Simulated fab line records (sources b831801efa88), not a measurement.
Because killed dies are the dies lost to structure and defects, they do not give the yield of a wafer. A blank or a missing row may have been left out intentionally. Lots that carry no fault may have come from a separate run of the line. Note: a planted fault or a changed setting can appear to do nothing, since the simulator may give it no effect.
Lot-split experiment + flow gf180mcu + 23 wafers read across 5 lots, on a route 602 steps long

ABOUT THE SPLIT
At GF_STI_WET_ETCH_26 (etches SiO2 in dHF, target depth 94 nm, time 188 s), the setting timeS was moved away from the recipe's 188 s on 15 of the 23 wafers read, by -14.8% to +12.7%. For the rest of the wafers, this setting stayed at what the recipe calls for.

FROM SPLIT TO READING: 1 step shown by the file between the two
- GF_STI_WET_ETCH_27: etches Si3N4 in H3PO4, target depth 160 nm, time 1825 s

THE READING
SiO2_of_STI_CVD_23.thkNm (the simulator's own value, which no gauge read), in nm, at GF_STI_WET_ETCH_28 (etches SiO2 in dHF, target depth 20 nm, time 38.12 s). There is no usual value for it anywhere in the file. The 8 wafers here that ran the recipe average 404.7 nm, standard deviation 0.98 nm.

| wafer  | tool, chamber at the split | timeS as run, s | against the recipe | SiO2_of_STI_CVD_23.thkNm, nm | against lot-mates on the recipe |
|--------|----------------------------|-----------------|--------------------|------------------------------|---------------------------------|
| L074.2 | -, -                       | 180             | -4.3%              | 407.6                        | no lot-mate on the recipe       |
| L074.3 | -, -                       | 180             | -4.3%              | 408.3                        | no lot-mate on the recipe       |
| L074.4 | -, -                       | 180             | -4.3%              | 408.7                        | no lot-mate on the recipe       |
| L074.5 | -, -                       | 180             | -4.3%              | 408.2                        | no lot-mate on the recipe       |
| L074.6 | -, -                       | 180             | -4.3%              | 407                          | no lot-mate on the recipe       |
| L075.1 | -, -                       | 211.8           | +12.7%             | 390.9                        | no lot-mate on the recipe       |
| L075.2 | -, -                       | 211.8           | +12.7%             | 390.1                        | no lot-mate on the recipe       |
| L075.3 | -, -                       | 211.8           | +12.7%             | 389.3                        | no lot-mate on the recipe       |
| L075.4 | -, -                       | 211.8           | +12.7%             | 390.8                        | no lot-mate on the recipe       |
| L075.5 | -, -                       | 211.8           | +12.7%             | 391.5                        | no lot-mate on the recipe       |
| L076.2 | wetBench-03, 2             | 188             | recipe             | 404.4                        | -                               |
| L076.5 | wetBench-03, 2             | 188             | recipe             | 403.7                        | -                               |
| L076.6 | wetBench-03, 2             | 188             | recipe             | 403                          | -                               |
| L080.1 | -, -                       | 160.2           | -14.8%             | 416.6                        | no lot-mate on the recipe       |
| L080.2 | -, -                       | 160.2           | -14.8%             | 418.5                        | no lot-mate on the recipe       |
| L080.3 | -, -                       | 160.2           | -14.8%             | 418                          | no lot-mate on the recipe       |
| L080.4 | -, -                       | 160.2           | -14.8%             | 419.3                        | no lot-mate on the recipe       |
| L080.5 | -, -                       | 160.2           | -14.8%             | 416.7                        | no lot-mate on the recipe       |
| L085.1 | -, -                       | 188             | recipe             | 406.4                        | -                               |
| L085.2 | -, -                       | 188             | recipe             | 404.8                        | -                               |
| L085.4 | -, -                       | 188             | recipe             | 404.8                        | -                               |
| L085.5 | -, -                       | 188             | recipe             | 404.8                        | -                               |
| L085.6 | -, -                       | 188             | recipe             | 405.6                        | -                               |

THE FIT
A straight line over all 23 wafers: SiO2_of_STI_CVD_23.thkNm changes by -0.99 nm for each +1% of timeS; r = -0.99; the points scatter about the line by 1.2 nm.
Too few moved wafers have a lot-mate on the recipe to fit a line with each lot's own level taken away.

THE WHOLE CHAIN: every reading that the file lists as answering this split, in the file's order
| step               | what it does                                         | reading                                                                   | change (the file's fit)               | r (the file's) |
|--------------------|------------------------------------------------------|---------------------------------------------------------------------------|---------------------------------------|----------------|
| GF_STI_WET_ETCH_26 | etches SiO2 in dHF, target depth 94 nm, time 188 s   | SiO2_of_STI_CVD_23.thkNm (the simulator's own value, which no gauge read) | -0.983 nm for each +1% of the setting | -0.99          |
| GF_STI_WET_ETCH_28 | etches SiO2 in dHF, target depth 20 nm, time 38.12 s | SiO2_of_STI_CVD_23.thkNm (the simulator's own value, which no gauge read) | -0.991 nm for each +1% of the setting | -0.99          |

FILE'S OWN FIT
SiO2_of_STI_CVD_23.thkNm changes by -0.991 nm for each +1% of timeS, r = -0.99.
